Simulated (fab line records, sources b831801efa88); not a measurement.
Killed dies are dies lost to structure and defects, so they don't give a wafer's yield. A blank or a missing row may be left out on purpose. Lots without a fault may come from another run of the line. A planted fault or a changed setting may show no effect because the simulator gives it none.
Chamber matching | flow gf180mcu | GF_V4_ETCH_16 on rie_diel-03: 4 sister chambers
The step etches BARC in N2/H2. 16 wafers are shown with their chamber, then 8 later ones without.

WAFERS WITH THEIR CHAMBER
wafer  | chamber | drypump_motor_current_A (A) | n2_flow_sccm (sccm) | throttle_valve_pct (%)
L583.1 | 1       | 6.2                         | 100.0               | 13.231
L583.4 | 3       | 5.8                         | 99.6                | 13.221
L583.6 | 3       | 5.7                         | 99.7                | 13.217
L584.1 | 0       | 5.3                         | 99.8                | 13.223
L584.2 | 3       | 5.7                         | 100.0               | 13.216
L584.6 | 2       | 5.5                         | 100.0               | 13.232
L588.2 | 2       | 5.5                         | 100.8               | 13.216
L588.4 | 1       | 6.1                         | 99.9                | 13.224
L588.5 | 0       | 5.3                         | 100.2               | 13.229
L600.2 | 0       | 5.3                         | 100.0               | 13.222
L600.3 | 2       | 5.5                         | 100.6               | 13.221
L600.6 | 2       | 5.5                         | 99.9                | 13.217
L601.2 | 3       | 5.7                         | 99.1                | 13.213
L601.5 | 3       | 5.7                         | 99.5                | 13.223
L601.6 | 0       | 5.3                         | 99.8                | 13.225
L604.1 | 3       | 5.8                         | 99.8                | 13.229

SIGNATURES (means of the wafers above)
reading                 | chamber 0 | chamber 1 | chamber 2 | chamber 3 | scatter within a chamber
drypump_motor_current_A | 5.300     | 6.150     | 5.500     | 5.733     | 0.0391
n2_flow_sccm            | 99.950    | 99.950    | 100.325   | 99.617    | 0.312
throttle_valve_pct      | 13.22475  | 13.22750  | 13.22150  | 13.21983  | 0.00562
Rule: a wafer's distance from a chamber is the root of the sum, over the readings, of the square of ((its reading less the chamber's mean) divided by the reading's scatter). The wafer belongs to the nearest chamber; if the next one is less than 2 further off, it can't be placed. The scatter: the root of (the sum of the squares of (reading less its chamber's mean) over the shown wafers, divided by (wafers less chambers)).

WAFERS WITHOUT THEIR CHAMBER
wafer  | drypump_motor_current_A (A) | n2_flow_sccm (sccm) | throttle_valve_pct (%)
L604.5 | 5.8                         | 100.2               | 13.238
L604.6 | 5.3                         | 100.1               | 13.223
L605.2 | 5.8                         | 100.2               | 13.223
L605.3 | 6.2                         | 99.7                | 13.216
L605.5 | 5.7                         | 100.1               | 13.233
L606.1 | 5.8                         | 99.6                | 13.216
L606.5 | 5.5                         | 100.3               | 13.212
L606.6 | 5.8                         | 99.7                | 13.240

WHICH CHAMBER EACH WENT THROUGH
wafer  | from the rows above | in truth
L604.5 | 3                   | 3
L604.6 | 0                   | 0
L605.2 | 3                   | 3
L605.3 | 1                   | 1
L605.5 | 3                   | 3
L606.1 | 3                   | 3
L606.5 | 2                   | 2
L606.6 | 3                   | 3
Placed correctly: 8 of 8. Can't be placed from these rows: 0. Placed wrongly: 0.
